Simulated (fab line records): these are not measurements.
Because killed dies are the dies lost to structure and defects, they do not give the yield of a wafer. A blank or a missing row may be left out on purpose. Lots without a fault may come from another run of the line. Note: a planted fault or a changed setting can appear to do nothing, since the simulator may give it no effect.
Problem report, 8D (eight disciplines) form, completed by code ; flow gf180mcu ; the parts of the form that need people (team, actions taken, sign-off) are left out

1. THE PROBLEM
HV_LDD_RS at GF_HV_LDD_RS_MEAS_53 reads a mean of 372.7 ohm/sq on 6 wafers of 2 lots; wafers without a fault read 418.5 ohm/sq with a standard deviation of 0.99. That puts it -46 standard deviations away from the usual mean.
The step: measures by four-point-probe.
Seen first at day 19 06:25 on film-metro-04, wafer L812.1. At this step, 39 wafers from 13 lots have a number in the record. Rule for "out" (also "out of limits"): further than 4 standard deviations from the usual mean. All remaining wafers that have a number are taken as sound.

2. WHAT IT IS; WHAT IT IS NOT
question;is;is not
which readings at this step;HV_LDD_RS;-
which lots;L812, L813;L793, L794, L795, L796, L797, L799, L800, L802, L803, L804, L805
which wafers of those lots;all that have a number;-
read on which gauges;film-metro-01, film-metro-04;film-metro-02
when;from day 19 06:25;up to then (33 sound wafers)

3. SUSPECTS, AND WHAT RULES EACH OUT
Counting: a tool at any process step up to the reading remains a suspect when it ran all the lots that are out and ran no sound lot after the first of those.
- ruled out: the gauge at GF_HV_LDD_RS_MEAS_53. 2 gauges (film-metro-01, film-metro-04) read the wafers that are out.
- implanter-02 at GF_HV_LDD_IMPLANT_35: kept. Every lot that is out went through it, starting with L812 (day 18 06:03), and after that it ran no sound lot; the last sound lot it ran before then is L805 (day 15 17:50). On those wafers its own readings are out: tilt-deg.
The count leaves implanter-02 at GF_HV_LDD_IMPLANT_35.

4. THE CAUSE (what the simulator had put in)
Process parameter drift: implanter-02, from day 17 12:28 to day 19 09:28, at GF_HV_LDD_IMPLANT_35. Setting tilt-deg shifted by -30 from 30. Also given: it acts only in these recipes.
The count eliminated every tool but this one.

5. THE EFFECT CHAIN, in route order
Each row: a reading whose mean over the struck wafers that have a number lies more than 3 standard deviations from the usual. Only readings for which the record gives a usual standard deviation are gone through. hours: the time from each lot's start at the first step in this table that gives one to its start at this step, as a median over the lots. sigmas: the change in usual standard deviations.
hours;step;reading;usual;on struck wafers;change;sigmas
0;GF_HV_LDD_IMPLANT_35;tilt-deg;29.995 degrees;-0.005;-30.000;-99 or more
0;GF_HV_LDD_TW_MEAS_38;HV_LDD_3_TW;1437;1411;-26;-3.3
25;GF_HV_LDD_RS_MEAS_53;HV_LDD_RS;418.5 ohm/sq;372.7;-45.8;-46
Process steps it contains:
- GF_HV_LDD_IMPLANT_35
Later measuring or inspecting steps at which every struck wafer that the step has a row for has a number for every such reading, and none has moved that far: GF_NSD_TW_MEAS_12.

6. HOW IT WOULD HAVE BEEN CAUGHT EARLIER
In this record the first reading out of limits at a measuring or inspecting step was taken at day 19 06:25, 42 hours after the fault began at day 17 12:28.
At GF_HV_LDD_IMPLANT_35, the tool's own readings (tilt-deg) were out on each struck wafer the step has a row for, so an alarm limit on them would have fired on the first such wafer.
The start of GF_HV_LDD_IMPLANT_35 on implanter-02 came by day 19 06:25 for every one of the lots that are out (2). Had the tool been put on hold then, not one of them would have been saved.
